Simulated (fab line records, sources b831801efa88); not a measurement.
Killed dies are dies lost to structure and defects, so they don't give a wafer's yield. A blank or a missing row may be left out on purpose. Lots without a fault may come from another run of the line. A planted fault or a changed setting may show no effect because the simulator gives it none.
fab line records | flow sky130
record lots=7 wafers=21 last_day=50
route steps=708 shown VT_ADJUST_PCH@148 SONOS_TUNNEL@154 PAD_OPEN@708
lots that met no fault: from a run of the same line without faults
start_h: hours from the record's first day to the start of the lot's first wafer shown | wait_h: hours since the lot's step before | " the same as in the row above | L1.1+2: a row that stands for several wafers | - no value, or no start given | * or withheld: withheld | < > ~ a bound
route shown NAME@n: a module of which the file shows steps, and the number in the route of the first | usual: mean/standard deviation of fault-free wafers | same: alike in all rows | chamber/n: place in a boat | sites: the reading at each site | _std_site: their standard deviation | _edge_site: outer sites' mean less inner sites' | radius_mm: how far each site lies from the wafer's centre | mask NAME#n: copy n | behind: the tool/chamber that last shaped the wafer | hold: why the lot was held/for how many hours/how that ended | device: the transistor (n, p or np) that didn't switch | end of line: the same wafers' tests at the end of the route | a step without rows: its recipe alone | killed: dies lost to structure and defects at the first sort, not the wafer's yield | map: a wafer's dies, x killed, . not, _ none there
set.NAME: the setting as run; set.NAME@STEP: as run at that earlier step | model.NAME: the simulator's own value behind a step, which no gauge read
lots at some steps of the route; a table a step, a row a wafer
services: from which hour (start_h, from the record's first day; less than 0 if before it) a tool's chamber was out of use, for how many hours, and why
## steps
# step SKY_VT_ADJUST_PCH_PEB_05
# recipe temp_c=115 time_s=withheld
# step SKY_VT_ADJUST_PCH_DEVELOP_06
# recipe wall_angle_deg=90 developer=TMAH develop_time_s=60 dev_temp_c=23
# step SKY_VT_ADJUST_PCH_OVL_MEAS_07
# usual VT_ADJUST_PCH_OVL=0.2/1.2
# columns lot.wafer tool chamber start_h wait_h VT_ADJUST_PCH_OVL[nm]
L644.1 overlay-02 - 259.81 - -0.2
L644.3 " - " " -0.1
L644.5 " - " " 0.3
L648.3 overlay-01 - 291.47 - -0.5
L648.4 " - " " 0.8
L648.5 " - " " -1.5
L649.2 overlay-02 - 300.34 - 1.7
L649.4 " - " " 1.2
L649.5 " - " " 1.4
L650.2 overlay-01 - 305.94 - 1.9
L650.3 " - " " 0.9
L650.5 " - " " 1.9
L659.1 overlay-02 - 373.56 - -0.3
L659.2 " - " " -0.7
L659.5 " - " " -2.9
L660.1 overlay-02 - 382.21 - 0.0
L660.2 " - " " 0.2
L660.3 " - " " -1.9
L661.4 overlay-02 - 389.60 - 0.3
L661.5 " - " " 0.4
L661.6 " - " " 0.4
# step SKY_VT_ADJUST_PCH_IMPLANT_08
# recipe species=B energy_kev=10 dose_cm2=5e+11 tilt_deg=withheld
# step SKY_VT_ADJUST_PCH_STRIP_09
# recipe chemistry=O2/N2 power_w=1400 pressure_mtorr=1500 platen_temp_c=withheld o2_flow_sccm=3000 n2_flow_sccm=300 overash_fraction=0.5
# usual drypump_motor_current_A=5.9/0.49 oes_product_au=0.723/0.0045 strip_time_to_endpoint_s=36.94/0.097
# columns lot.wafer tool chamber start_h wait_h drypump_motor_current_A oes_product_au rf_hours_counter_h strip_time_to_endpoint_s
L644.1 plasma_asher-02 1 260.00 0.1 5.5 0.723 57 36.88
L644.3 " 0 " " 6.8 0.728 - 36.81
L644.5 " 0 " " 6.7 0.716 - 36.90
L648.3 plasma_asher-03 0 291.68 0.1 5.7 0.722 - 37.00
L648.4 " 1 " " 5.5 0.728 - 36.95
L648.5 " 0 " " 5.8 0.728 - 37.04
L649.2 plasma_asher-03 1 300.52 0.1 5.6 0.712 60 36.90
L649.4 " 0 " " 5.8 0.722 - 36.95
L649.5 " 1 " " 5.5 0.724 - 36.85
L650.2 plasma_asher-01 1 306.12 0.1 6.4 0.724 19 36.91
L650.3 " 0 " " 5.4 0.717 - 37.02
L650.5 " 0 " " 5.4 0.722 - 36.95
L659.1 plasma_asher-02 1 373.75 0.1 5.5 0.735 68 36.88
L659.2 " 0 " " 6.8 0.734 68 36.95
L659.5 " 0 " " 6.8 0.728 - 37.14
L660.1 plasma_asher-02 0 382.40 0.1 6.8 0.718 69 37.07
L660.2 " 1 " " 5.5 0.729 69 37.01
L660.3 " 0 " " 6.8 0.719 - 37.00
L661.4 plasma_asher-01 1 389.80 0.1 6.4 0.717 - 36.85
L661.5 " 1 " " 6.4 0.721 - 36.95
L661.6 " 0 " " 5.4 0.724 - 36.91
# step SKY_VT_ADJUST_PCH_TW_MEAS_10
# usual VT_ADJUST_PCH_TW=141.9/1
# columns lot.wafer tool chamber start_h wait_h VT_ADJUST_PCH_TW
L644.1 film_metro-03 - 260.10 0.1 142.4
L644.3 " - " " 143.1
L644.5 " - " " 142.8
L648.3 film_metro-02 - 291.77 0.1 142.2
L648.4 " - " " 142.6
L648.5 " - " " 141.9
L649.2 film_metro-01 - 300.63 0.1 139.4
L649.4 " - " " 140.5
L649.5 " - " " 140.7
L650.2 film_metro-03 - 306.23 0.1 142.0
L650.3 " - " " 141.9
L650.5 " - " " 142.6
L659.1 film_metro-03 - 373.85 0.1 142.2
L659.2 " - " " 142.2
L659.5 " - " " 142.1
L660.1 film_metro-03 - 382.50 0.1 142.1
L660.2 " - " " 142.9
L660.3 " - " " 143.0
L661.4 film_metro-02 - 389.90 0.1 141.7
L661.5 " - " " 142.5
L661.6 " - " " 142.5
# step SKY_SONOS_TUNNEL_DEHYDRATE_00
# recipe temp_c=200 time_s=60
# step SKY_SONOS_TUNNEL_HMDS_01
# recipe prime_time_s=60 prime_temp_c=120
# step SKY_SONOS_TUNNEL_COAT_02
# recipe resist=NOVOLAK spin_rpm=3000 resist_thk_nm=1140
# step SKY_SONOS_TUNNEL_SOFTBAKE_03
# recipe temp_c=90 time_s=60 resist=NOVOLAK
# step SKY_SONOS_TUNNEL_EXPOSE_04
# recipe mask_id=TUNM na=0.6 source_shape=conventional sigma_outer=0.6 polarization=unpolarized target_cd_nm=410 dose_mj=136
# step SKY_SONOS_TUNNEL_PEB_05
# recipe temp_c=withheld time_s=* resist=NOVOLAK
# step SKY_SONOS_TUNNEL_DEVELOP_06
# recipe resist=NOVOLAK developer=TMAH develop_time_s=60 dev_temp_c=23
# usual developer_temp_C=23.00/0.12
# columns lot.wafer tool chamber start_h wait_h developer_temp_C
L644.1 litho_track-02 0 283.97 0.1 22.94
L644.3 " 0 " " 22.83
L644.5 " 0 " " 22.89
L648.3 litho_track-01 0 316.36 0.1 20.62
L648.4 " 0 " " 20.76
L648.5 " 0 " " 20.65
L649.2 litho_track-01 0 326.09 0.1 20.74
L649.4 " 0 " " 20.75
L649.5 " 0 " " 20.73
L650.2 litho_track-01 0 331.39 0.1 20.60
L650.3 " 0 " " 20.75
L650.5 " 0 " " 20.67
L659.1 litho_track-01 0 401.76 0.1 22.87
L659.2 " 0 " " 22.90
L659.5 " 0 " " 22.99
L660.1 litho_track-01 0 410.16 0.1 22.97
L660.2 " 0 " " 23.00
L660.3 " 0 " " 23.06
L661.4 litho_track-02 0 417.79 0.1 22.95
L661.5 " 0 " " 22.96
L661.6 " 0 " " 22.91
# step SKY_SONOS_TUNNEL_CD_MEAS_07
# recipe target_cd_nm=410
# usual cd_nm=410.9/2.2
# columns lot.wafer tool chamber start_h wait_h cd_nm
L644.1 cd_sem-02 - 284.12 0.1 409.6
L644.3 " - " " 410.6
L644.5 " - " " 410.7
L648.3 cd_sem-02 - 316.50 0.1 420.4
L648.4 " - " " 420.0
L648.5 " - " " 423.4
L649.2 cd_sem-02 - 326.23 0.1 416.3
L649.4 " - " " 417.5
L649.5 " - " " 415.2
L650.2 cd_sem-02 - 331.53 0.1 416.9
L650.3 " - " " 415.3
L650.5 " - " " 414.8
L659.1 cd_sem-02 - 401.91 0.1 416.7
L659.2 " - " " 414.7
L659.5 " - " " 416.0
L660.1 cd_sem-01 - 410.31 0.1 412.6
L660.2 " - " " 410.8
L660.3 " - " " 411.3
L661.4 cd_sem-01 - 417.93 0.1 410.9
L661.5 " - " " 411.3
L661.6 " - " " 410.0
# step SKY_SONOS_TUNNEL_OVL_MEAS_08
# usual SONOS_TUNNEL_OVL=0.5/1.2
# columns lot.wafer tool chamber start_h wait_h SONOS_TUNNEL_OVL[nm]
L644.1 overlay-01 - 284.24 0.1 1.3
L644.3 " - " " -0.5
L644.5 " - " " -1.5
L648.3 overlay-01 - 316.59 0.1 -0.1
L648.4 " - " " 0.4
L648.5 " - " " 1.1
L649.2 overlay-02 - 326.34 0.1 -0.1
L649.4 " - " " 0.5
L649.5 " - " " 0.4
L650.2 overlay-02 - 331.64 0.1 1.1
L650.3 " - " " -0.5
L650.5 " - " " 1.0
L659.1 overlay-01 - 402.03 0.1 1.4
L659.2 " - " " -0.8
L659.5 " - " " 1.9
L660.1 overlay-02 - 410.43 0.1 -1.7
L660.2 " - " " -0.2
L660.3 " - " " 0.5
L661.4 overlay-01 - 418.01 0.1 0.1
L661.5 " - " " -1.3
L661.6 " - " " -1.0
# step SKY_PAD_OPEN_PROBE_99
# usual killed_at_M0_to_M3=43/6.8 killed_at_M4_up=3.3/1.8 killed_at_contacts=25/5.9 killed_at_front_end=16/4.2 killed_at_other=0.3/0.69 killed_dies=87/8.6 killed_open=48/6.3 killed_short=39/5.3
# same gross_dies=492 killed_at_back_side=0
# columns lot.wafer tool chamber start_h wait_h killed_at_M0_to_M3 killed_at_M4_up killed_at_contacts killed_at_front_end killed_at_other killed_dies killed_open killed_short
L644.1 prober-02 - 1102.05 0.1 38 3 34 15 0 90 48 41
L644.3 prober-02 - 1102.15 0.2 51 1 26 11 0 89 55 34
L644.5 prober-02 - 1102.25 0.2 44 2 29 23 0 98 60 38
L648.3 prober-02 - 1124.64 0.2 44 1 29 19 0 93 56 37
L648.4 prober-02 - 1124.69 0.2 42 6 28 16 0 92 52 40
L648.5 prober-02 - 1124.74 0.2 41 4 34 13 3 95 52 41
L649.2 prober-01 - 1134.94 0.1 43 4 19 11 0 77 47 30
L649.4 prober-01 - 1135.04 0.2 45 2 39 9 1 96 52 44
L649.5 prober-01 - 1135.09 0.2 50 5 26 16 0 97 59 38
L650.2 prober-02 - 1138.81 0.1 46 4 24 15 0 89 49 39
L650.3 prober-02 - 1138.86 0.2 34 4 27 20 0 85 46 39
L650.5 prober-02 - 1138.96 0.2 60 1 30 18 0 109 63 45
L659.1 prober-01 - 1190.44 0.1 44 1 19 23 0 87 47 39
L659.2 prober-01 - 1190.49 0.1 33 2 37 10 0 82 47 34
L659.5 prober-01 - 1190.64 0.2 45 3 16 15 0 79 43 36
L660.1 prober-01 - 1191.94 0.1 52 2 26 11 0 91 53 38
L660.2 prober-01 - 1191.99 0.1 48 4 12 20 0 84 42 42
L660.3 prober-01 - 1192.04 0.2 51 4 20 19 0 94 52 42
L661.4 prober-02 - 1192.09 0.2 29 4 35 13 0 81 43 37
L661.5 prober-02 - 1192.14 0.2 28 3 23 14 0 68 32 35
L661.6 prober-02 - 1192.19 0.2 47 5 20 22 0 94 42 52
# killed by level:class
L644.1 CONTACT:geometric_particle:open=11 VIA3:geometric_particle:open=10 LI_CONTACT:geometric_particle:open=9 CONTACT:geometric_particle:short=6 FIELD_ISO:geometric_particle:short=5 VIA3:geometric_particle:short=5 POLY_GATE:geometric_particle:open=4 LOCAL_INTERCONNECT:geometric_particle:short=4
L644.3 VIA1:geometric_particle:open=16 VIA2:geometric_particle:open=10 CONTACT:geometric_particle:open=8 VIA3:geometric_particle:open=5 LI_CONTACT:geometric_particle:short=5 LI_CONTACT:geometric_particle:open=4 LOCAL_INTERCONNECT:geometric_particle:short=4 CONTACT:geometric_particle:short=4
L644.5 VIA1:geometric_particle:open=12 CONTACT:geometric_particle:open=12 VIA2:geometric_particle:open=7 LI_CONTACT:geometric_particle:open=6 VIA3:geometric_particle:open=6 METAL2:geometric_particle:short=6 FIELD_ISO:geometric_particle:short=5 FIELD_ISO:geometric_particle:open=5
L648.3 CONTACT:geometric_particle:open=15 VIA2:geometric_particle:open=12 VIA1:geometric_particle:open=10 VIA1:geometric_particle:short=6 POLY_GATE:geometric_particle:open=6 METAL2:geometric_particle:short=6 LI_CONTACT:geometric_particle:open=5 FIELD_ISO:geometric_particle:short=4
L648.4 CONTACT:geometric_particle:open=12 VIA2:geometric_particle:open=12 VIA1:geometric_particle:open=10 LI_CONTACT:geometric_particle:open=8 METAL1:geometric_particle:short=6 METAL4:geometric_particle:short=6 POLY_GATE:geometric_particle:short=5 POLY_GATE:geometric_particle:open=4
L648.5 VIA1:geometric_particle:open=14 CONTACT:geometric_particle:open=12 LI_CONTACT:geometric_particle:open=10 CONTACT:geometric_particle:short=10 VIA2:geometric_particle:open=7 VIA3:geometric_particle:short=5 VIA1:geometric_particle:short=4 METAL4:geometric_particle:short=4
L649.2 VIA1:geometric_particle:open=11 LI_CONTACT:geometric_particle:open=8 VIA2:geometric_particle:open=8 VIA3:geometric_particle:open=6 LOCAL_INTERCONNECT:geometric_particle:short=5 CONTACT:geometric_particle:open=5 VIA1:geometric_particle:short=5 METAL2:geometric_particle:short=5
L649.4 VIA1:geometric_particle:open=11 CONTACT:geometric_particle:short=10 CONTACT:geometric_particle:open=10 VIA3:geometric_particle:open=10 VIA2:geometric_particle:open=7 LI_CONTACT:geometric_particle:open=6 LOCAL_INTERCONNECT:geometric_particle:short=6 METAL1:geometric_particle:short=6
L649.5 VIA1:geometric_particle:open=14 LI_CONTACT:geometric_particle:open=9 CONTACT:geometric_particle:open=8 VIA2:geometric_particle:open=8 CONTACT:geometric_particle:short=6 METAL2:geometric_particle:short=6 METAL1:geometric_particle:short=5 METAL2:geometric_particle:open=5
L650.2 CONTACT:geometric_particle:open=10 VIA1:geometric_particle:short=8 VIA2:geometric_particle:open=8 LI_CONTACT:geometric_particle:open=7 FIELD_ISO:geometric_particle:open=6 VIA1:geometric_particle:open=6 VIA3:geometric_particle:open=5 METAL1:geometric_particle:short=5
L650.3 VIA3:geometric_particle:open=8 LI_CONTACT:geometric_particle:open=7 CONTACT:geometric_particle:open=7 VIA1:geometric_particle:open=7 FIELD_ISO:geometric_particle:open=5 POLY_GATE:geometric_particle:open=5 FIELD_ISO:geometric_particle:short=4 POLY_GATE:geometric_particle:short=4
L650.5 VIA1:geometric_particle:open=15 CONTACT:geometric_particle:open=10 VIA3:geometric_particle:open=9 VIA1:geometric_particle:short=9 POLY_GATE:geometric_particle:open=8 LI_CONTACT:geometric_particle:open=8 VIA2:geometric_particle:open=8 CONTACT:geometric_particle:short=7
L659.1 VIA1:geometric_particle:open=13 POLY_GATE:geometric_particle:short=7 LI_CONTACT:geometric_particle:open=7 VIA3:geometric_particle:open=6 VIA1:geometric_particle:short=6 CONTACT:geometric_particle:short=5 CONTACT:geometric_particle:open=5 FIELD_ISO:geometric_particle:open=4
L659.2 LI_CONTACT:geometric_particle:open=11 CONTACT:geometric_particle:open=11 VIA2:geometric_particle:open=7 LI_CONTACT:geometric_particle:short=6 CONTACT:geometric_particle:short=5 VIA1:geometric_particle:open=5 LOCAL_INTERCONNECT:geometric_particle:short=4 METAL3:geometric_particle:short=4
L659.5 VIA1:geometric_particle:open=12 POLY_GATE:geometric_particle:short=7 METAL1:geometric_particle:short=7 VIA2:geometric_particle:open=7 METAL2:geometric_particle:short=5 VIA3:geometric_particle:open=5 POLY_GATE:geometric_particle:open=4 LI_CONTACT:geometric_particle:open=4
L660.1 VIA2:geometric_particle:open=15 CONTACT:geometric_particle:open=8 LI_CONTACT:geometric_particle:open=7 METAL1:geometric_particle:short=7 VIA1:geometric_particle:open=6 VIA1:geometric_particle:short=6 FIELD_ISO:geometric_particle:open=5 METAL2:geometric_particle:short=5
L660.2 VIA1:geometric_particle:open=13 POLY_GATE:geometric_particle:short=6 VIA1:geometric_particle:short=6 VIA3:geometric_particle:open=6 METAL1:geometric_particle:short=5 POLY_GATE:geometric_particle:open=5 CONTACT:geometric_particle:open=5 METAL2:geometric_particle:short=5
L660.3 VIA1:geometric_particle:open=16 FIELD_ISO:geometric_particle:open=10 CONTACT:geometric_particle:open=8 VIA1:geometric_particle:short=7 METAL3:geometric_particle:short=6 VIA3:geometric_particle:open=6 FIELD_ISO:geometric_particle:short=5 VIA2:geometric_particle:short=5
L661.4 LI_CONTACT:geometric_particle:open=12 CONTACT:geometric_particle:open=10 CONTACT:geometric_particle:short=6 VIA1:geometric_particle:open=6 METAL1:geometric_particle:short=5 FIELD_ISO:geometric_particle:short=3 LOCAL_INTERCONNECT:geometric_particle:short=3 VIA2:geometric_particle:short=3
L661.5 CONTACT:geometric_particle:open=8 CONTACT:geometric_particle:short=7 POLY_GATE:geometric_particle:short=5 VIA2:geometric_particle:open=5 LI_CONTACT:geometric_particle:open=5 METAL1:geometric_particle:short=5 VIA3:geometric_particle:open=5 METAL2:geometric_particle:short=4
L661.6 METAL2:geometric_particle:short=9 VIA1:geometric_particle:open=8 LOCAL_INTERCONNECT:geometric_particle:short=7 CONTACT:geometric_particle:open=7 FIELD_ISO:geometric_particle:short=6 POLY_GATE:geometric_particle:short=6 VIA3:geometric_particle:open=6 POLY_GATE:geometric_particle:open=5
## services
# columns tool chamber start_h hours kind
plasma_asher-01 - 253.36 1.3 repair
plasma_asher-03 - 350.02 0.5 repair
plasma_asher-03 - 372.12 28.1 pm
## key
first_sign step=SKY_SONOS_TUNNEL_DEVELOP_06 reading=developer_temp_C direction=down sigmas=20 usual=* struck=*
effect step=SKY_SONOS_TUNNEL_CD_MEAS_07 reading=cd_nm direction=up sigmas=3.1 usual=410.9 struck=417.8 through=control_loop
met_at SKY_SONOS_TUNNEL_DEVELOP_06
struck_wafers L648.3,L648.4,L648.5,L649.2,L649.4,L649.5,L650.2,L650.3,L650.5
tester_left_out L648,L649,L650
loop_trim step=SKY_SONOS_TUNNEL_EXPOSE_04 setting=dose lots=L650
fault kind=process_parameter_drift tool=litho_track-01 chamber=- onset_h=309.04 steps=SKY_SONOS_TUNNEL_DEVELOP_06 channel=dev_temp_c offset=* shape=step end_h=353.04 acts_in=* stated=*
# tester_left_out: of these lots the tester's yield and bins aren't shown, on N5 and GAA mostly nor the transistor test; their killed dies are dies lost to structure and defects alone, not to doping, threshold or leakage, so they don't give the yield
# loop_trim: a control loop set the setting to another value than it would have without faults
